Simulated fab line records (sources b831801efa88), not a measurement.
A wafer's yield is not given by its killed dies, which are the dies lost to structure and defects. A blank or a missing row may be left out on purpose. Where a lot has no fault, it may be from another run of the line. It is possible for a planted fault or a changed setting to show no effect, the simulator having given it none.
A single fault, viewed from 2 desks + flow sky130 + every desk sees just its own numbers, and what lay behind them comes last
Where a reading is given only as a bound, like >300, the bound stands for it, and a mean or a difference that rests on one is marked > or <: the true number lies beyond.

THE TOOL OWNER'S DESK: pvd_sputter-03
The tool's own readings at SKY_METAL5_SPUTTER_02 (material AlCu, target thk 1150 nm, time 61.2 s): means of the sampled wafers that have a number, for each lot that ran on this tool. If a lot's mean is further than 4 standard deviations from the usual mean, the lot is out of limits and carries the mark OUT (the distance appears in the brackets).
Columns: A = cathode_dc_power_W at SKY_METAL5_SPUTTER_02, usual 10600 W; B = chamber_pressure_pa at SKY_METAL5_SPUTTER_02, usual 0.4001 Pa; C = throttle_valve_pct at SKY_METAL5_SPUTTER_02, usual 29.9 %
| lot  | first seen here | A     | B      | C    |
|------|-----------------|-------|--------|------|
| L162 | day 44 02:06    | 10599 | 0.3991 | 30.2 |
| L177 | day 47 21:32    | 10602 | 0.4001 | 30.0 |
| L180 | day 48 10:48    | 10601 | 0.3999 | 29.3 |
Finding of this desk: none of the 3 lots has anything out of limits.

AT THE METROLOGY DESK
Lot by lot, what the gauges showed, no matter which tool ran the lot: averages of those sampled wafers that carry a number. If a lot's mean is further than 4 standard deviations from the usual mean, the lot is out of limits and carries the mark OUT (the distance appears in the brackets).
Columns: A = cd_nm at SKY_METAL4_CD_MEAS_13, usual 299.3 nm; B = METAL5_ALCU_RS at SKY_METAL5_RS_MEAS_05, usual 0.02715 ohm/sq; C = METAL5_ALCU_THK at SKY_METAL5_THK_MEAS_06, usual 1130 nm; D = PASSIVATION_CVD_00_THK at SKY_PASSIVATION_THK_MEAS_01, usual 89.9 nm
| lot  | first seen here | A     | B                         | C             | D    |
|------|-----------------|-------|---------------------------|---------------|------|
| L162 | day 43 00:53    | 297.3 | 0.02694                   | 1136          | 88.9 |
| L163 | day 43 08:06    | 299.0 | 0.02685                   | 1137          | 89.4 |
| L166 | day 44 03:01    | 300.0 | 0.02751                   | 1117          | 89.8 |
| L169 | day 44 23:20    | 298.3 | 0.02761                   | 1116          | 89.3 |
| L170 | day 45 08:03    | 300.1 | 0.02687                   | 1142          | 90.9 |
| L171 | day 45 14:55    | 297.4 | 0.02713                   | 1138          | 90.5 |
| L173 | day 46 04:27    | 299.0 | 0.02724                   | 1119          | 90.7 |
| L175 | day 46 11:50    | 299.9 | 8.69750 (+99 or more) OUT | <1 (<-87) OUT | -    |
| L176 | day 46 16:54    | 300.8 | 8.72737 (+99 or more) OUT | <1 (<-87) OUT | -    |
| L177 | day 46 22:22    | 299.2 | 0.02731                   | 1134          | 91.0 |
| L180 | day 47 12:16    | 298.3 | 0.02695                   | 1147          | 90.0 |
This desk's result: L175, L176 out of limits, first on L175 (METAL5_ALCU_RS at SKY_METAL5_RS_MEAS_05), day 47 10:30. In limits: L162, L163, L166, L169, L170, L171, L173, L177, L180.

BROUGHT TOGETHER
On L175, L176, the metrology desk was in a position to raise an alarm at day 47 10:30.
Nothing out of limits was seen by the tool owner's desk.
The tool owner's desk has no number on record for L175, L176.
The lots listed all ran SKY_METAL5_SPUTTER_02 on pvd_sputter-03.

WHAT THE SIMULATOR PUT IN
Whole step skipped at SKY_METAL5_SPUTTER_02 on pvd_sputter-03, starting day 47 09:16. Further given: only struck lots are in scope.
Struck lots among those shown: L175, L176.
Delay in hours, fault start to first out-of-limits reading, per desk: metrology desk 1.
